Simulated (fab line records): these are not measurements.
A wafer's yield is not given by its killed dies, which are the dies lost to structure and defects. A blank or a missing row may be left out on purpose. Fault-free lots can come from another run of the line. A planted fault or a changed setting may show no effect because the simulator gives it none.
A lot that was struck, set against a sound lot || flow sky130 || 43 out of 708 route steps
Sound: these wafers, L625.4, L625.5, L625.6. Struck: wafer L629.3 (left out: L629.4, L629.6 of the same lot, which were not struck); the cause appears at the end.
For every step that has rows: the tool of each side, followed by ch and its chambers, followed by its first start. Under that, the readings that differ: sound wafers || struck wafers || difference of the means || sigmas: that difference in standard deviations of wafers without a fault.
alike: readings whose means differ by less than 2 such deviations, and words and numbers that are the same on both sides. not compared: withheld readings, readings that some wafer has no value for, bounds like >300 that may hide the same value, and numbers for which the record gives no deviation and whose values overlap.
Wherever a step has rows on one side only, a row that says differs or no value, or a row with sigmas, the two part there. Numbers that don't overlap but have no deviation are shown without sigmas and don't part them. A reading missing from all wafers of one side parts the sides only when that side holds two or more wafers.

first, 7 steps without rows for these wafers: SKY_METAL4_HMDS_06 (prime time 60 s); SKY_METAL4_COAT_07 (resist thk 60 nm); SKY_METAL4_COAT_08 (resist thk 1140 nm); SKY_METAL4_SOFTBAKE_09 (time 90 s); SKY_METAL4_EXPOSE_10 (exposes mask MM4, target cd 300 nm); SKY_METAL4_PEB_11; SKY_METAL4_DEVELOP_12 (develop time 59.01 s).
SKY_METAL4_CD_MEAS_13 targets a cd of 300 nm.
  sound on cd_sem-01 at day 42 15:52; struck on cd_sem-02 at day 44 00:51
  alike: cd_nm
SKY_METAL4_OVL_MEAS_14:
  sound on overlay-01 at day 42 15:56; struck on overlay-01 at day 44 00:57
  alike: METAL4_OVL
then, 1 step without rows for these wafers: SKY_METAL4_DESCUM_15 (chemistry O2, time 8 s).
SKY_METAL4_ETCH_16: etches BARC in N2/H2, stops on SiO2, time 88.2 s, target depth 60 nm.
  sound on rie_metal-03 ch 0,1, day 42 16:01; struck on rie_metal-03 ch 0, day 44 01:02
  alike: drypump_motor_current_A, oes_product_au, throttle_valve_pct
  not compared: rf_hours_counter_h
then, 1 step without rows for these wafers: SKY_METAL4_ETCH_17 (etches SiO2 in C4F8/O2/Ar, stops on TiN, time 3.9 s, target depth 15 nm).
SKY_METAL4_METAL_ETCH_18: etches the open film in Cl2/BCl3, stops on SiO2, target depth 845 nm, time 183.1 s.
  sound on rie_metal-04 ch 0,1, day 42 16:10; struck on rie_metal-02 ch 0, day 44 01:11
{"reading": "drypump_motor_current_A (A)", "sound": "5.1 5.7 5.1", "struck": 6.2, "difference": "+0.9", "sigmas": "+2"}
  alike: oes_product_au, throttle_valve_pct
  not compared: rf_hours_counter_h
then, 5 steps without rows for these wafers: SKY_METAL4_STRIP_19 (strips in O2/N2); SKY_METAL4_STRIP_20 (strips in post etch residue remover, time 1200 s); SKY_METAL4_CLEAN_21 (cleans in IPA, time 180 s); SKY_METAL4_CLEAN_22 (cleans in O3/DIW); SKY_VIA4_HDPCVD_00 (deposits SiO2, target thk 1750 nm, time 291.7 s).
SKY_VIA4_THK_MEAS_01:
  sound on film_metro-02 at day 42 17:08; struck on film_metro-03 at day 44 02:10
  alike: VIA4_HDPCVD_THK
then, 1 step without rows for these wafers: SKY_VIA4_CMP_02 (polishes SiO2).
SKY_VIA4_BOW_MEAS_03:
  sound on film_metro-03 at day 42 17:41; struck on film_metro-02 at day 44 02:32
  alike: VIA4_BOW
then, 7 steps without rows for these wafers: SKY_VIA4_DEHYDRATE_04 (time 60 s); SKY_VIA4_HMDS_05 (prime time 60 s); SKY_VIA4_COAT_06 (resist thk 1140 nm); SKY_VIA4_SOFTBAKE_07 (time 60 s); SKY_VIA4_EXPOSE_08 (exposes mask VIM4, target cd 800 nm); SKY_VIA4_PEB_09; SKY_VIA4_DEVELOP_10 (develop time 60 s).
SKY_VIA4_OVL_MEAS_11:
  sound on overlay-01 at day 43 16:52; struck on overlay-01 at day 45 00:28
  alike: VIA4_OVL
then, 1 step without rows for these wafers: SKY_VIA4_ETCH_12 (etches SiO2 in C4F8/O2/Ar, stops on TiN, target depth 580 nm).
SKY_VIA4_STRIP_13: strips in O2/N2.
  sound on plasma_asher-03 ch 0,1, day 43 16:59; struck on plasma_asher-01 ch 0, day 45 00:35
{"reading": "strip_time_to_endpoint_s (s)", "sound": "12.59 12.60 12.63", "struck": 12.72, "difference": "+0.11", "sigmas": "+3"}
  alike: drypump_motor_current_A, oes_product_au
  not compared: rf_hours_counter_h
then, 4 steps without rows for these wafers: SKY_VIA4_STRIP_14 (strips in post etch residue remover, time 1200 s); SKY_VIA4_CLEAN_15 (cleans in IPA, time 180 s); SKY_VIA4_CLEAN_16 (cleans in O3/DIW); SKY_VIA4_SPUTTER_17 (material TiN, target thk 20 nm, time 80 s).
SKY_VIA4_CVD_18: deposits W, target thk 505 nm, time 152.14 s.
  sound on cvd_w-02 ch 0,1, day 43 17:40; struck on cvd_w-02 ch 1, day 45 01:20
  alike: heater_power_w
  not compared: since_wet_clean_h
SKY_VIA4_RS_MEAS_19: measures by four-point-probe.
  sound on film_metro-02 at day 43 17:50; struck on film_metro-03 at day 45 01:28
  alike: VIA4_W_RS
SKY_VIA4_THK_MEAS_20: measures by xrf.
  sound on film_metro-02 at day 43 17:55; struck on film_metro-03 at day 45 01:34
  alike: VIA4_W_THK
then, 1 step without rows for these wafers: SKY_VIA4_CMP_21 (polishes, stops on SiO2, t overpolish 25 s, target thk 0 nm).
SKY_METAL5_SPUTTER_00: material Ti, target thk 15 nm, time 10 s.
  sound on pvd_sputter-01 at day 43 18:35; struck on pvd_sputter-04 at day 45 01:55
  alike: throttle_valve_pct
then, 1 step without rows for these wafers: SKY_METAL5_SPUTTER_01 (material TiN, target thk 20 nm, time 16.17 s).
SKY_METAL5_SPUTTER_02: material AlCu, target thk 1150 nm, time 61.2 s.
  sound on pvd_sputter-01 at day 43 18:38; struck on pvd_sputter-04 at day 45 01:58
  alike: throttle_valve_pct
-- the record jumps here: 3 days lie between the struck wafers' starts before and after (it left off in module METAL5 and takes up again in module PAD_OPEN, whose first step shown is number 708 of the route) --
SKY_PAD_OPEN_PROBE_99:
  sound on prober-01 at day 46 14:06; struck on prober-01 at day 47 19:07
{"reading": "defect_limited_yield (%)", "sound": "85.4 81.3 80.7", "struck": 76.6, "difference": -5.9, "sigmas": -3}
{"reading": "killed_at_M4_up", "sound": "4 5 2", "struck": 26, "difference": "+22", "sigmas": "+11"}
{"reading": "killed_dies", "sound": "72 92 95", "struck": 115, "difference": "+29", "sigmas": "+3"}
{"reading": "sort_bin_5_function (%)", "sound": "8.9 8.9 11.8", "struck": 14.0, "difference": "+4.1", "sigmas": "+3"}
{"reading": "sort_n_pass", "sound": "420 400 397", "struck": 377, "difference": -29, "sigmas": -3}
{"reading": "sort_yield_pct (%)", "sound": "85.4 81.3 80.7", "struck": 76.6, "difference": -5.9, "sigmas": -3}
{"reading": "model.etest.tester.sort_n_pass", "sound": "420 400 397", "struck": 377, "difference": -29, "sigmas": ""}
{"reading": "model.etest.tester.sort_yield_pct (%)", "sound": "85.37 81.3 80.69", "struck": 76.63, "difference": -5.82, "sigmas": ""}
{"reading": "model.etest.tester.sort_bin_5_pct (%)", "sound": "8.943 8.943 11.79", "struck": 14.02, "difference": "+4.13", "sigmas": ""}
{"reading": "model.etest.tester.sort_bin_3_pct (%)", "sound": "0.4065 0.813 0.813", "struck": 1.423, "difference": "+0.746", "sigmas": ""}
  alike: killed_at_M0_to_M3, killed_at_contacts, killed_at_front_end, killed_at_other, killed_open, killed_short, sort_bin_3_pad_short, sort_bin_6_memory

WHERE THEY PART
At SKY_METAL4_METAL_ETCH_18 first; at SKY_PAD_OPEN_PROBE_99 last (within this record only).

WHY: what had been put in by the simulator
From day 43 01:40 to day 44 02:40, rie_metal-02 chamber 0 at SKY_METAL4_METAL_ETCH_18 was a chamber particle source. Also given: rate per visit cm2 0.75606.
